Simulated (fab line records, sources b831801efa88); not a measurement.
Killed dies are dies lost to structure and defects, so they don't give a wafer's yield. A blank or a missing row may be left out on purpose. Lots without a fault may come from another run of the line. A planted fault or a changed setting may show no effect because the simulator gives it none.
Tool commonality check | flow gf180mcu | 12 lots, 36 wafers sampled

WHY IT WAS OPENED
At GF_HV_LDD_CD_MEAS_46 the reading cd_nm is flagged on 3 of 12 lots. Wafers without a fault read 402.6 nm, standard deviation 2.5.
Rule: a lot is flagged when every wafer of it that has a number lies more than 4 standard deviations from that mean, or none has a number. The other lots count as sound.

lot  | measured     | on        | cd_nm (nm), wafer by wafer | flag
L664 | day 12 16:44 | cd_sem-02 | 401.8 402.4 403.1          |
L667 | day 13 19:34 | cd_sem-01 | 399.6 403.1 399.3          |
L668 | day 14 03:47 | cd_sem-01 | 399.9 401.7 399.9          |
L671 | day 15 05:49 | cd_sem-01 | 418.9 417.3 418.0          | FLAGGED
L672 | day 15 11:26 | cd_sem-02 | 414.0 415.2 415.9          | FLAGGED
L674 | day 16 03:35 | cd_sem-02 | 421.2 418.3 420.2          | FLAGGED
L676 | day 16 19:10 | cd_sem-01 | 406.8 404.2 405.9          |
L680 | day 18 01:17 | cd_sem-01 | 402.4 401.6 399.3          |
L681 | day 18 11:43 | cd_sem-02 | 401.5 400.6 401.3          |
L683 | day 19 03:26 | cd_sem-02 | 399.8 400.2 402.4          |
L685 | day 19 21:40 | cd_sem-01 | 401.9 400.2 400.6          |
L686 | day 20 03:07 | cd_sem-02 | 403.7 404.1 406.0          |
The numbers of the flagged lots are 417.7 nm on average: +15.1 nm against the usual, or +6 standard deviations.

WHICH TOOL RAN EACH LOT
The record holds 2 process steps before the reading, out of a route of 602 steps. In each cell: the tool, then ch and the chambers that the sampled wafers went through, then the start.
lot  | flag    | GF_POLY_GATE_ETCH_13             | GF_HV_LDD_COAT_41
L664 |         | rie_si-02 ch 0,2,3, day 9 12:29  | litho_track-01 ch 0, day 12 06:39
L667 |         | rie_si-02 ch 0,1,3, day 10 11:52 | litho_track-03 ch 0, day 13 09:13
L668 |         | rie_si-02 ch 1,2, day 10 18:53   | litho_track-03 ch 0, day 13 17:18
L671 | FLAGGED | rie_si-01 ch 0,3, day 11 17:52   | litho_track-03 ch 0, day 14 18:37
L672 | FLAGGED | rie_si-02 ch 0,1,2, day 12 00:12 | litho_track-03 ch 0, day 15 00:58
L674 | FLAGGED | rie_si-02 ch 0,1,3, day 12 12:46 | litho_track-03 ch 0, day 15 16:27
L676 |         | rie_si-01 ch 0,1,2, day 13 02:41 | litho_track-02 ch 0, day 16 07:44
L680 |         | rie_si-02 ch 0,2, day 14 06:26   | litho_track-01 ch 0, day 17 13:23
L681 |         | rie_si-01 ch 0,2, day 14 15:23   | litho_track-01 ch 0, day 18 00:02
L683 |         | rie_si-02 ch 0,1,2, day 15 05:41 | litho_track-03 ch 0, day 18 14:40
L685 |         | rie_si-01 ch 0,1,2, day 15 20:52 | litho_track-01 ch 0, day 19 08:58
L686 |         | rie_si-01 ch 0,2,3, day 16 01:20 | litho_track-01 ch 0, day 19 14:49
What these steps do:
- GF_POLY_GATE_ETCH_13: etches poly-Si in HBr/Cl2, stops on SiO2, target depth 198.5 nm, time 69.6 s.
- GF_HV_LDD_COAT_41: resist thk 1000 nm.
- GF_HV_LDD_CD_MEAS_46: target cd 400 nm.

FLAGGED OVER TOTAL, TOOL BY TOOL (the gauges that took the reading come last)
step                 | tool           | lots run | flagged | share of the flagged lots | sound lots run after its first flagged lot
GF_POLY_GATE_ETCH_13 | rie_si-01      | 5        | 1       | some                      | 4 (L676,L681,L685,L686)
GF_POLY_GATE_ETCH_13 | rie_si-02      | 7        | 2       | some                      | 2 (L680,L683)
GF_HV_LDD_COAT_41    | litho_track-01 | 5        | 0       | none                      | -
GF_HV_LDD_COAT_41    | litho_track-02 | 1        | 0       | none                      | -
GF_HV_LDD_COAT_41    | litho_track-03 | 6        | 3       | all                       | 1 (L683)
GF_HV_LDD_CD_MEAS_46 | cd_sem-01      | 6        | 1       | some                      | 3 (L676,L680,L685)
GF_HV_LDD_CD_MEAS_46 | cd_sem-02      | 6        | 2       | some                      | 3 (L681,L683,L686)

WHAT THE TABLE ALLOWS
1 row of the table ran every flagged lot: litho_track-03 at GF_HV_LDD_COAT_41.
- litho_track-03 at GF_HV_LDD_COAT_41: 3 of its 6 lots flagged. Sound lots ran on it after the first flagged one (L683), which a lasting fault on the whole tool wouldn't allow. Its own readings lie more than 4 standard deviations out on every wafer of the flagged lots: spin_speed_rpm.
No row of the table ran every flagged lot and no sound lot after the first.

WHAT THE SIMULATOR HAD PUT IN
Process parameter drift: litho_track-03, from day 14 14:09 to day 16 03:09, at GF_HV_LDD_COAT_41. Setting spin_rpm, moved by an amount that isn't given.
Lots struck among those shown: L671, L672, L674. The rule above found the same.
